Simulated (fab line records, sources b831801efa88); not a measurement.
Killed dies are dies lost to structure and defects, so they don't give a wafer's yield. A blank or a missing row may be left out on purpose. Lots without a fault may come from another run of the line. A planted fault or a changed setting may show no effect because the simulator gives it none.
A struck lot beside a sound one | flow sky130 | 16 steps out of a route of 708
Sound: wafers L627.1, L627.5, L627.6. Struck: wafers L620.2, L620.3, L620.5. The cause comes at the end.
At each step with rows: each side's tool, then ch and its chambers, then its first start. Under that, the readings that differ: sound wafers | struck wafers | difference of the means | sigmas: that difference in standard deviations of wafers without a fault.
alike: readings whose means differ by less than 2 such deviations, and words and numbers that are the same on both sides. not compared: withheld readings, readings that some wafer has no value for, bounds like >300 that may hide the same value, and numbers for which the record gives no deviation and whose values overlap.
The two part at a step that has a row with sigmas, a row that says differs or no value, or rows on one side only. Numbers that don't overlap but have no deviation are shown without sigmas and don't part them. A reading that every wafer of one side lacks parts them only if that side has two wafers or more.

first, 5 steps without rows for these wafers: SKY_SONOS_TUNNEL_COAT_02 (resist thk 1140 nm); SKY_SONOS_TUNNEL_SOFTBAKE_03 (time 60 s); SKY_SONOS_TUNNEL_EXPOSE_04 (exposes mask TUNM, target cd 410 nm); SKY_SONOS_TUNNEL_PEB_05; SKY_SONOS_TUNNEL_DEVELOP_06 (develop time 60 s).
SKY_SONOS_TUNNEL_CD_MEAS_07: target cd 410 nm.
  sound on cd_sem-02, day 14 14:01; struck on cd_sem-02, day 12 18:04
  alike: cd_nm
SKY_SONOS_TUNNEL_OVL_MEAS_08:
  sound on overlay-02, day 14 14:08; struck on overlay-01, day 12 18:11
  alike: SONOS_TUNNEL_OVL
then, 3 steps without rows for these wafers: SKY_SONOS_TUNNEL_IMPLANT_09; SKY_SONOS_TUNNEL_WET_ETCH_10 (etches SiO2 in dHF, target depth 14 nm, time 280 s); SKY_SONOS_TUNNEL_STRIP_11 (strips in SPM, time 600 s).
SKY_SONOS_TUNNEL_TW_MEAS_12:
  sound on film_metro-04, day 14 14:36; struck on film_metro-03, day 12 18:39
  alike: SONOS_TUNNEL_TW
then, 1 step without rows for these wafers: SKY_SONOS_TUNNEL_CLEAN_13 (cleans in dHF, time 20 s).
SKY_SONOS_ONO_OXIDATION_00: stabilise 600 s, purge 300 s, target thk 2.6 nm.
  sound on furnace-02 ch 0, day 14 14:40; struck on furnace-01 ch 0, day 12 19:44
  reading                                          | sound             | struck              | difference | sigmas
  spike_tc_centre_C (C)                            | 800.9 800.7 800.3 | 807.9 806.1 807.2   | +6.4       | +5
  spike_tc_lower_C (C)                             | 802.1 804.7 801.7 | 806.1 806.2 806.4   | +3.4       | +2
  spike_tc_upper_C (C)                             | 799.1 798.1 800.9 | 806.0 806.9 807.0   | +7.3       | +6
  tube_center_temp_C (C)                           | 799.89 800 799.97 | 807.22 807.1 807.28 | +7.25      | +95
  tube_center_temp_C_max                           | 801.7 802.2 801.5 | 809.5 809.2 809.1   | +7.5       | +23
  model.SiO2_of_SONOS_ONO_OXIDATION_00.thk_nm (nm) | 2.575 2.625 2.606 | 2.842 2.826 2.883   | +0.248     |
SKY_SONOS_ONO_THK_MEAS_01:
  sound on film_metro-03, day 14 16:01; struck on film_metro-01, day 12 21:05
  reading                      | sound          | struck         | difference | sigmas
  SONOS_ONO_OXIDATION_THK (nm) | 2.56 2.64 2.66 | 2.82 2.77 2.89 | +0.21      | +4
then, 1 step without rows for these wafers: SKY_SONOS_ONO_CVD_02 (deposits Si3N4 from DCS/NH3, target thk 10.5 nm, time 180 s).
-- the record jumps here: 34 days lie between the struck wafers' starts before and after (it left off in module SONOS_ONO and takes up again in module PAD_OPEN, whose first step shown is number 708 of the route) --
SKY_PAD_OPEN_PROBE_99:
  sound on prober-02, day 48 10:47; struck on prober-01, day 46 17:36
  reading                               | sound                   | struck                 | difference | sigmas
  model.etest.sonos_erased.drive_ua_um  | 200 177.3 179.6         | 168.6 126.5 140        | -40.6      |
  model.etest.cap_ono.gate_log10_a_cm2  | -8.042 -7.927 -7.95     | -8.729 -8.54 -8.621    | -0.657     |
  model.etest.cap_ono.tox_acc_nm (nm)   | 13.01 12.94 12.89       | 13.44 13.4 13.46       | +0.49      |
  model.etest.sonos_erased.vt_v (V)     | -2.273 -2.255 -2.279    | -1.964 -1.921 -1.886   | +0.345     |
  model.etest.sonos_programmed.vt_v (V) | 1.428 1.458 1.403       | 1.204 1.253 1.231      | -0.200     |
  model.etest.sonos_baked.vt_less_v (V) | -0.4895 -0.5002 -0.4488 | -0.3744 -0.446 -0.4264 | +0.0639    |
  alike: killed_at_M0_to_M3, killed_at_M4_up, killed_at_contacts, killed_at_front_end, killed_at_other, killed_dies, killed_open, killed_short

WHERE THEY PART
First at SKY_SONOS_ONO_OXIDATION_00; last, within this record, at SKY_SONOS_ONO_THK_MEAS_01. Later steps at which nothing parts them and some readings are alike: SKY_PAD_OPEN_PROBE_99.

WHY: what the simulator had put in
Process parameter drift: furnace-01, from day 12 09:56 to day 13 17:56, at SKY_SONOS_ONO_OXIDATION_00. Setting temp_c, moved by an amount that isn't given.
